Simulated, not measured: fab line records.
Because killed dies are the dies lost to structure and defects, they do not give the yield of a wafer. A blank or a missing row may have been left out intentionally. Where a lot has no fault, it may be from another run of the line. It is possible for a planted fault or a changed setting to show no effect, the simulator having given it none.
A lot that was struck, set against a sound lot | flow sky130 | 15 steps out of a route of 708
Sound: the wafers L350.3, L350.4, L350.5. Wafers L363.1, L363.3, L363.6 were the ones struck. The cause is named last.
Each step with rows lists, per side, the tool, then ch with its chambers, then its first start. Under that, the readings that differ: sound wafers | struck wafers | difference of the means | sigmas: that difference in standard deviations of wafers without a fault.
alike: same words and numbers on both sides, and readings whose means sit less than 2 such deviations apart. not compared: any withheld reading, any reading some wafer has no value for, any bound like >300 that may hide the same value, and any number with overlapping values for which the record gives no deviation.
Wherever a step has rows on one side only, a row that says differs or no value, or a row with sigmas, the two part there. When numbers do not overlap yet have no deviation, they are printed without sigmas and do not part them. Lack of a reading on every wafer of one side parts them only where that side has two or more wafers.

SKY_VT_ADJUST_LVTN_TW_MEAS_10:
  sound on film-metro-04 at day 8 00:26; struck on film-metro-01 at day 11 14:36
  reading           | sound             | struck            | difference | sigmas
  VT_ADJUST_LVTN_TW | 244.1 243.0 244.0 | 239.9 239.6 239.3 | -4.1       | -2
then, 7 steps without rows for these wafers: SKY_VT_ADJUST_LVTN_DEHYDRATE_11 (time 60 s); SKY_VT_ADJUST_LVTN_HMDS_12 (prime time 60 s); SKY_VT_ADJUST_LVTN_COAT_13 (resist thk 1140 nm); SKY_VT_ADJUST_LVTN_SOFTBAKE_14 (time 60 s); SKY_VT_ADJUST_LVTN_EXPOSE_15 (exposes mask HVN STD DERIVED, target cd 600 nm); SKY_VT_ADJUST_LVTN_PEB_16; SKY_VT_ADJUST_LVTN_DEVELOP_17 (develop time 60 s).
SKY_VT_ADJUST_LVTN_OVL_MEAS_18:
  sound on overlay-02 at day 8 20:34; struck on overlay-02 at day 12 15:10
  alike: VT_ADJUST_LVTN_01_OVL
next, for these wafers, 1 step has no rows: SKY_VT_ADJUST_LVTN_IMPLANT_19.
SKY_VT_ADJUST_LVTN_STRIP_20: strips in O2/N2.
  sound on plasma-asher-01 ch 0,1, day 8 20:46; struck on plasma-asher-03 ch 0, day 12 15:21
  alike: drypump-motor-current-A, oes-product-au, strip-time-to-endpoint-s
  not compared: rf-hours-counter-h
SKY_VT_ADJUST_LVTN_TW_MEAS_21:
  sound on film-metro-02 at day 8 20:52; struck on film-metro-02 at day 12 15:27
  alike: VT_ADJUST_LVTN_2_TW
SKY_VT_ADJUST_NCORE_DEHYDRATE_00: time 60 s.
  sound on litho-track-02 ch 0, day 9 07:10; struck on litho-track-02 ch 0, day 13 03:19
  reading                  | sound                | struck               | difference | sigmas
  heater-power-total-W (W) | 160.49 160.24 160.28 | 163.01 163.27 163.20 | +2.82      | +22
  run-length-s (s)         | 89.39 89.27 89.35    | 86.64 86.79 86.97    | -2.54      | -21
  alike: resist-line-temp-C
then, 1 step without rows for these wafers: SKY_VT_ADJUST_NCORE_HMDS_01 (prime time 60 s).
-- the record jumps here: 38 days lie between the struck wafers' starts before and after (it left off in module VT_ADJUST_NCORE and takes up again in module PAD_OPEN, whose first step shown is number 708 of the route) --
SKY_PAD_OPEN_PROBE_99:
  rows exist in the record for the struck wafers here (prober-02, day 50 16:25), but not for the sound ones

## WHERE THEY PART
First at SKY_VT_ADJUST_LVTN_TW_MEAS_10; last, within this record, at SKY_PAD_OPEN_PROBE_99.

WHY: the cause the simulator had injected
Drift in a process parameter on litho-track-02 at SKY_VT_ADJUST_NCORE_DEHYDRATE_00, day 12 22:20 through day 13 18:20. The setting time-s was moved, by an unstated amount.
